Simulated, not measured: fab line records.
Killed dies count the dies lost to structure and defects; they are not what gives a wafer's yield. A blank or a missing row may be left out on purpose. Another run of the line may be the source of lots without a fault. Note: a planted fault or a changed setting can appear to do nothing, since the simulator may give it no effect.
A lot that was struck, set against a sound lot :: flow sky130 :: 16 steps out of a route of 708
Sound: the wafers L758.1, L758.3, L758.4. Struck: wafer L744.5. (L744.2, L744.6 of the same lot were not struck and are left out.) The cause comes at the end.
Each step with rows lists, per side, the tool, then ch with its chambers, then its first start. Under that, the readings that differ: sound wafers :: struck wafers :: difference of the means :: sigmas: that difference in standard deviations of wafers without a fault.
alike: a reading whose means differ by less than 2 such deviations, as well as words and numbers matching on both sides. not compared: withheld readings; readings where some wafer has no value; bounds like >300 that might hide an equal value; numbers whose values overlap and for which the record gives no deviation.
Wherever a step has rows on one side only, a row that says differs or no value, or a row with sigmas, the two part there. Non-overlapping numbers with no deviation appear without sigmas and do not part them. Lack of a reading on every wafer of one side parts them only where that side has two or more wafers.

SKY_SD_N_OVL_MEAS_08:
  sound: overlay-02 at day 34 02:26; struck: overlay-02 at day 29 07:26
  alike: SD_N_OVL
then, 2 steps without rows for these wafers: SKY_SD_N_IMPLANT_09; SKY_SD_N_IMPLANT_10.
SKY_SD_N_STRIP_11: strips in O2/N2.
  sound on plasma_asher-01 ch 0,1, day 34 02:46; struck on plasma_asher-01 ch 1, day 29 07:46
  alike: drypump_motor_current_A, oes_product_au, strip_time_to_endpoint_s
  not compared: rf_hours_counter_h
SKY_SD_N_TW_MEAS_12:
  sound: film_metro-03 at day 34 02:52; struck: film_metro-03 at day 29 07:52
  alike: SD_N_TW
then, 1 step without rows for these wafers: SKY_SD_N_CLEAN_13 (cleans in SC1/SC2, time 150 s).
SKY_SD_N_RTA_14: time 2 s.
  sound on rtp_anneal-01 ch 0, day 34 02:58; struck on rtp_anneal-02 ch 0, day 29 07:59
  alike: lamp_power_pct, wafer_temp_C_max
SKY_SD_N_RS_MEAS_16: measurement is done with a four-point probe.
  sound: film_metro-03 at day 34 03:09; struck: film_metro-01 at day 29 08:10
reading: SD_N_RS (ohm/sq)
sound: 68.76 68.79 68.59
struck: 68.34
difference: -0.37
sigmas: -3
SKY_SD_N_RS_MEAS_17: measurement is done with a four-point probe.
  sound: film_metro-03 at day 34 03:16; struck: film_metro-01 at day 29 08:17
  alike: SD_P_RS
SKY_SD_N_RS_MEAS_18: measurement is done with a four-point probe.
  sound: film_metro-03 at day 34 03:23; struck: film_metro-01 at day 29 08:25
  alike: RES_XHIGH_RS
then, 1 step without rows for these wafers: SKY_SALICIDE_CLEAN_00 (cleans in HF-last, time 30 s).
SKY_LI_CONTACT_HDPCVD_00: deposits PSG, target thk 930 nm, time 155 s.
  sound on hdpcvd-02 ch 0,1,2, day 34 03:32; struck on hdpcvd-01 ch 0, day 29 08:31
reading: run_length_s (s)
sound: 182.3 181.6 183.2
struck: 289.1
difference: +106.7
sigmas: +99 or more

reading: model.PSG_of_LI_CONTACT_HDPCVD_00.thk_nm (nm)
sound: 938 928.8 938.4
struck: 1559
difference: +624
sigmas: 
  alike: susceptor_temp_C
SKY_LI_CONTACT_THK_MEAS_01:
  sound: film_metro-03 at day 34 03:38; struck: film_metro-03 at day 29 08:38
reading: LI_CONTACT_HDPCVD_THK (nm)
sound: 938 929 938
struck: 1558
difference: +623
sigmas: +73
SKY_LI_CONTACT_CMP_02: polishes PSG.
  sound on cmp-01 ch 0,1,3, day 34 03:41; struck on cmp-02 ch 0, day 29 08:44
reading: time_to_endpoint_s (s)
sound: 34.0 28.3 36.4
struck: 88.9
difference: +56.0
sigmas: +19
  alike: motor_current_A
SKY_LI_CONTACT_BOW_MEAS_03:
  sound: film_metro-01 at day 34 03:59; struck: film_metro-04 at day 29 09:01
  alike: LI_CONTACT_BOW
-- a jump in the record: the struck wafers' starts before and after are 17 days apart (it breaks off in module LI_CONTACT and resumes in module PAD_OPEN, where the first step shown is number 708 of the route) --
SKY_PAD_OPEN_PROBE_99:
  sound: prober-01 at day 50 06:59; struck: prober-01 at day 46 18:29
  alike: killed_at_M0_to_M3, killed_at_M4_up, killed_at_contacts, killed_at_front_end, killed_at_other, killed_dies, killed_open, killed_short

## WHERE THEY PART
Last at SKY_LI_CONTACT_CMP_02 as far as this record goes, first at SKY_SD_N_RS_MEAS_16. Later steps at which nothing parts them and some readings are alike: SKY_LI_CONTACT_BOW_MEAS_03, SKY_PAD_OPEN_PROBE_99.

WHY: the cause the simulator had injected
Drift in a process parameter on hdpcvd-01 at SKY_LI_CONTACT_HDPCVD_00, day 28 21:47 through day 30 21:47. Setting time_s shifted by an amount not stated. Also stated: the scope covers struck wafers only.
